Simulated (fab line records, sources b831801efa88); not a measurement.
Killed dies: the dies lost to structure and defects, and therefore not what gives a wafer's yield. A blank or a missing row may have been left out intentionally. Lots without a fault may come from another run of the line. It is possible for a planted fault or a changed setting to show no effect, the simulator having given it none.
A lot that was struck, set against a sound lot ; flow gf180mcu ; 43 steps out of a route of 602
Sound: these wafers, L646.1, L646.2, L646.3. Wafers struck: L658.2, L658.5, L658.6. The cause is given at the end.
At each step with rows: each side's tool, then ch and its chambers, then its first start. Under that, the readings that differ: sound wafers ; struck wafers ; difference of the means ; sigmas: that difference in standard deviations of wafers without a fault.
alike: words and numbers the same on both sides, and readings whose means are apart by under 2 such deviations; not compared: readings that were withheld, readings missing a value for some wafer, numbers with overlapping values and no deviation given by the record, and bounds like >300 which may hide the same value.
Wherever a step has rows on one side only, a row that says differs or no value, or a row with sigmas, the two part there. Non-overlapping numbers with no deviation appear without sigmas and do not part them. Lack of a reading on every wafer of one side parts them only where that side has two or more wafers.

first, 1 step without rows for these wafers: GF_MVPSD_IMPLANT_09.
GF_MVPSD_STRIP_10: strips in O2/N2.
  sound on plasma_asher-01 ch 0,1, day 6 00:59; struck on plasma_asher-01 ch 0,1, day 9 01:29
  alike: drypump_motor_current_A, heater_power_w, oes_product_au, strip_time_to_endpoint_s
  not compared: rf_hours_counter_h
GF_MVPSD_TW_MEAS_11:
  sound on film_metro-03 at day 6 01:05; struck on film_metro-01 at day 9 01:36
  alike: MVPSD_TW
then, 7 steps without rows for these wafers: GF_VT_IMPLANT_DEHYDRATE_00 (time 60 s); GF_VT_IMPLANT_HMDS_01 (prime time 60 s); GF_VT_IMPLANT_COAT_02 (resist thk 1000 nm); GF_VT_IMPLANT_SOFTBAKE_03 (time 60 s); GF_VT_IMPLANT_EXPOSE_04 (exposes mask LVPWELL LV AREA, target cd 600 nm); GF_VT_IMPLANT_PEB_05; GF_VT_IMPLANT_DEVELOP_06 (develop time 60 s).
GF_VT_IMPLANT_OVL_MEAS_07:
  sound on overlay-02 at day 6 15:57; struck on overlay-01 at day 9 18:46
  alike: VT_IMPLANT_OVL
following that, these wafers have no rows for 1 step: GF_VT_IMPLANT_IMPLANT_08.
GF_VT_IMPLANT_STRIP_09: strips in O2/N2.
  sound on plasma_asher-03 ch 0,1, day 6 16:08; struck on plasma_asher-03 ch 0,1, day 9 18:56
  alike: drypump_motor_current_A, heater_power_w, oes_product_au, strip_time_to_endpoint_s
  not compared: rf_hours_counter_h
GF_VT_IMPLANT_TW_MEAS_10:
  sound on film_metro-01 at day 6 16:14; struck on film_metro-02 at day 9 19:03
reading;sound;struck;difference;sigmas
VT_IMPLANT_TW;565 562 566;556 556 557;-8;-2
then, 7 steps without rows for these wafers: GF_VT_IMPLANT_DEHYDRATE_11 (time 60 s); GF_VT_IMPLANT_HMDS_12 (prime time 60 s); GF_VT_IMPLANT_COAT_13 (resist thk 1000 nm); GF_VT_IMPLANT_SOFTBAKE_14 (time 60 s); GF_VT_IMPLANT_EXPOSE_15 (exposes mask Nwell LV AREA, target cd 860 nm); GF_VT_IMPLANT_PEB_16; GF_VT_IMPLANT_DEVELOP_17 (develop time 60 s).
GF_VT_IMPLANT_OVL_MEAS_18:
  sound on overlay-01 at day 7 08:03; struck on overlay-01 at day 10 12:43
  alike: VT_IMPLANT_01_OVL
following that, these wafers have no rows for 1 step: GF_VT_IMPLANT_IMPLANT_19.
GF_VT_IMPLANT_STRIP_20: strips in O2/N2.
  sound on plasma_asher-03 ch 0,1, day 7 08:14; struck on plasma_asher-02 ch 0,1, day 10 12:53
  alike: drypump_motor_current_A, heater_power_w, oes_product_au, strip_time_to_endpoint_s
  not compared: rf_hours_counter_h
GF_VT_IMPLANT_TW_MEAS_21:
  sound on film_metro-02 at day 7 08:20; struck on film_metro-03 at day 10 13:00
  alike: VT_IMPLANT_2_TW
then, 7 steps without rows for these wafers: GF_VT_IMPLANT_DEHYDRATE_22 (time 60 s); GF_VT_IMPLANT_HMDS_23 (prime time 60 s); GF_VT_IMPLANT_COAT_24 (resist thk 1000 nm); GF_VT_IMPLANT_SOFTBAKE_25 (time 60 s); GF_VT_IMPLANT_EXPOSE_26 (exposes mask LVPWELL HV AREA, target cd 860 nm); GF_VT_IMPLANT_PEB_27; GF_VT_IMPLANT_DEVELOP_28 (develop time 60 s).
GF_VT_IMPLANT_OVL_MEAS_29:
  sound on overlay-02 at day 7 23:43; struck on overlay-02 at day 11 07:54
  alike: VT_IMPLANT_02_OVL
following that, these wafers have no rows for 1 step: GF_VT_IMPLANT_IMPLANT_30.
GF_VT_IMPLANT_STRIP_31: strips in O2/N2.
  sound on plasma_asher-03 ch 0,1, day 7 23:53; struck on plasma_asher-02 ch 0,1, day 11 08:05
  alike: drypump_motor_current_A, heater_power_w, oes_product_au, strip_time_to_endpoint_s
  not compared: rf_hours_counter_h
GF_VT_IMPLANT_TW_MEAS_32:
  sound on film_metro-03 at day 7 23:59; struck on film_metro-02 at day 11 08:11
  alike: VT_IMPLANT_3_TW
then, 6 steps without rows for these wafers: GF_VT_IMPLANT_DEHYDRATE_33 (time 60 s); GF_VT_IMPLANT_HMDS_34 (prime time 60 s); GF_VT_IMPLANT_COAT_35 (resist thk 1000 nm); GF_VT_IMPLANT_SOFTBAKE_36 (time 60 s); GF_VT_IMPLANT_EXPOSE_37 (exposes mask Nwell HV AREA, target cd 860 nm); GF_VT_IMPLANT_PEB_38.
-- here the record skips 22 days between the struck wafers' starts before and after, leaving off in module VT_IMPLANT and picking up in module PASSIVATION (first step shown: number 602 of the route) --
GF_PASSIVATION_PROBE_99:
  rows exist in the record for the struck wafers here (prober-01, day 33 12:24), but not for the sound ones

== WHERE THEY PART ==
Earliest at GF_VT_IMPLANT_TW_MEAS_10; latest, in this record, at GF_PASSIVATION_PROBE_99.

WHY: what the simulator had put in
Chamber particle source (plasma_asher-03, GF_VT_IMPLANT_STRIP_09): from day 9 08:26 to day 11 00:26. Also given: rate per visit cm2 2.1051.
